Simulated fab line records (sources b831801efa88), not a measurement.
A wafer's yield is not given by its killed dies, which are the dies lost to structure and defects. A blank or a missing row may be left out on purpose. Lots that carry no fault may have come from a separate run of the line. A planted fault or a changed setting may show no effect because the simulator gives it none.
Which tool did it? || flow gf180mcu || Sampling: 13 lots, 39 wafers, 2 of 602 route steps

## WHAT THE GAUGES READ, wafer by wafer
GF_V2_BOW_MEAS_05.
{"lot": "L280", "measured": "day 18 23:02", "on": "film metro-01", "V2_BOW (um)": "94 101 109"}
{"lot": "L281", "measured": "day 19 14:37", "on": "film metro-02", "V2_BOW (um)": "92 96 100"}
{"lot": "L285", "measured": "day 21 02:47", "on": "film metro-03", "V2_BOW (um)": "103 88 88"}
{"lot": "L288", "measured": "day 22 05:19", "on": "film metro-02", "V2_BOW (um)": "98 108 89"}
{"lot": "L289", "measured": "day 22 12:18", "on": "film metro-01", "V2_BOW (um)": "100 112 104"}
{"lot": "L290", "measured": "day 23 02:27", "on": "film metro-03", "V2_BOW (um)": "100 95 92"}
{"lot": "L297", "measured": "day 25 10:31", "on": "film metro-03", "V2_BOW (um)": "110 97 115"}
{"lot": "L298", "measured": "day 25 17:27", "on": "film metro-01", "V2_BOW (um)": "95 101 100"}
{"lot": "L299", "measured": "day 25 23:14", "on": "film metro-02", "V2_BOW (um)": "115 114 110"}
{"lot": "L300", "measured": "day 26 04:15", "on": "film metro-01", "V2_BOW (um)": "104 109 110"}
{"lot": "L301", "measured": "day 26 14:35", "on": "film metro-02", "V2_BOW (um)": "96 94 100"}
{"lot": "L302", "measured": "day 26 22:46", "on": "film metro-02", "V2_BOW (um)": "87 87 100"}
{"lot": "L303", "measured": "day 27 05:16", "on": "film metro-02", "V2_BOW (um)": "96 107 89"}

GF_V2_CD_MEAS_14 targets a cd of 260 nm.
{"lot": "L280", "measured": "day 19 22:30", "on": "cd sem-02", "cd nm (nm)": "257.4 257.7 258.7"}
{"lot": "L281", "measured": "day 20 14:14", "on": "cd sem-01", "cd nm (nm)": "261.6 260.7 261.5"}
{"lot": "L285", "measured": "day 22 03:18", "on": "cd sem-02", "cd nm (nm)": "260.9 260.4 259.6"}
{"lot": "L288", "measured": "day 23 05:23", "on": "cd sem-01", "cd nm (nm)": "259.9 259.5 259.5"}
{"lot": "L289", "measured": "day 23 11:26", "on": "cd sem-02", "cd nm (nm)": "262.7 261.8 261.1"}
{"lot": "L290", "measured": "day 24 02:08", "on": "cd sem-02", "cd nm (nm)": "258.6 259.2 259.7"}
{"lot": "L297", "measured": "day 26 08:08", "on": "cd sem-01", "cd nm (nm)": "261.2 261.9 259.9"}
{"lot": "L298", "measured": "day 26 13:44", "on": "cd sem-01", "cd nm (nm)": "259.7 259.6 259.3"}
{"lot": "L299", "measured": "day 26 19:35", "on": "cd sem-01", "cd nm (nm)": "261.6 261.7 261.2"}
{"lot": "L300", "measured": "day 27 00:38", "on": "cd sem-01", "cd nm (nm)": "258.4 258.5 257.8"}
{"lot": "L301", "measured": "day 27 10:32", "on": "cd sem-02", "cd nm (nm)": "260.0 261.2 260.6"}
{"lot": "L302", "measured": "day 27 18:59", "on": "cd sem-02", "cd nm (nm)": "261.3 261.4 261.7"}
{"lot": "L303", "measured": "day 28 01:08", "on": "cd sem-02", "cd nm (nm)": "260.7 262.0 262.3"}

## WHICH TOOL RAN EACH LOT (tool, then ch and the chambers of the sampled wafers, then the start)
There is no process step in the record ahead of these readings.

## WHAT THE TOOLS THEMSELVES READ (means of the sampled wafers that have a number; where no wafer has one, the mark that the record gives instead)
The record holds no such reading with a usual standard deviation.

## THE ANSWER, worked out from the rows above alone
Rule: the usual values come from the lots themselves. Put in order of their means at a reading, lots are off if they are a third of the lots or fewer, leave a main group of 4 or more, and stand apart from it by a gap of 3 or more times the standard deviation of the main group's means; of several such gaps the widest counts. The tables above print the reading to a certain number of digits; a main group whose means all agree to those digits is not used. A lot without any number at a reading at which 4 lots or more have one is off too. Where the step has rows for the other lots, those lots are counted as sound. First the gauges in route order, then the tools' own readings, where a lot's mean is used as printed above. At the first step where some lot is off, the reading lying furthest off is the one used; lots without a number count as furthest.
Across all readings shown, no lot is off: no conclusion can be drawn from this.

## WHAT THE SIMULATOR HAD INSERTED
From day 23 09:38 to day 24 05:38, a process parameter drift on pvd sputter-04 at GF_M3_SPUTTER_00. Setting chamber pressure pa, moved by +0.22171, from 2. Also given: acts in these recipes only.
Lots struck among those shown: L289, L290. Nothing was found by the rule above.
